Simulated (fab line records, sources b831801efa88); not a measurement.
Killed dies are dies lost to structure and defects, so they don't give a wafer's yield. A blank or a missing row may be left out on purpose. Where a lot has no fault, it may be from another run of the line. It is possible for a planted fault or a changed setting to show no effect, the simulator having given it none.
What tool caused it?    flow sky130    Sampling: 6 lots, 18 wafers, 2 of 708 route steps

WHAT THE GAUGES SHOWED, per wafer
SKY_NWELL_THK_MEAS_02.
lot   measured     on             NWELL_OXIDATION_THK (nm)
L143  day 3 06:32  film-metro-01  9.79 9.96 9.91
L145  day 3 18:44  film-metro-02  9.81 9.92 9.80
L151  day 5 00:24  film-metro-03  15.59 15.80 15.59 15.66 15.81 15.56
L158  day 6 12:38  film-metro-02  10.23 10.18 10.22
L161  day 7 01:47  film-metro-03  9.99 9.93 9.89
L163  day 7 14:48  film-metro-01  9.84 10.09 10.00

EACH LOT AND THE TOOL THAT RAN IT (in order: tool; ch and the chambers of the sampled wafers; start)
lot   SKY_NWELL_OXIDATION_01
L143  furnace-01 ch 0, day 3 05:08
L145  furnace-01 ch 0, day 3 17:19
L151  furnace-01 ch 0, day 4 20:42 and furnace-02 ch 0, day 4 23:01
L158  furnace-01 ch 0, day 6 11:14
L161  furnace-01 ch 0, day 7 00:23
L163  furnace-02 ch 0, day 7 13:23
- SKY_NWELL_OXIDATION_01: stabilise 600 s, purge 300 s, target thk 10 nm.

THE ANSWER, worked out from the rows above alone
Rule: the lots themselves supply what counts as usual. The widest of any qualifying gaps counts: lots, ordered by their means at a reading, are off when they make up no more than a third of the lots, leave a main group of 4 or more, and stand apart from it by 3 or more times the standard deviation of that group's means. Not used: any main group whose means are identical at the precision the tables above print for the reading. A lot without any number at a reading at which 4 lots or more have one is off too. The other lots that the step has rows for count as sound.
Off: at SKY_NWELL_THK_MEAS_02 (NWELL_OXIDATION_THK), L151. The main group: mean 9.97 nm, standard deviation 0.13.
A tool fits if, at a process step before that reading, it ran every lot that is off, and no sound lot after the first of them. Gauges at SKY_NWELL_THK_MEAS_02: tried the same way as those tools. Not one of the candidates tried fits.

WHAT HAD BEEN PUT IN BY THE SIMULATOR
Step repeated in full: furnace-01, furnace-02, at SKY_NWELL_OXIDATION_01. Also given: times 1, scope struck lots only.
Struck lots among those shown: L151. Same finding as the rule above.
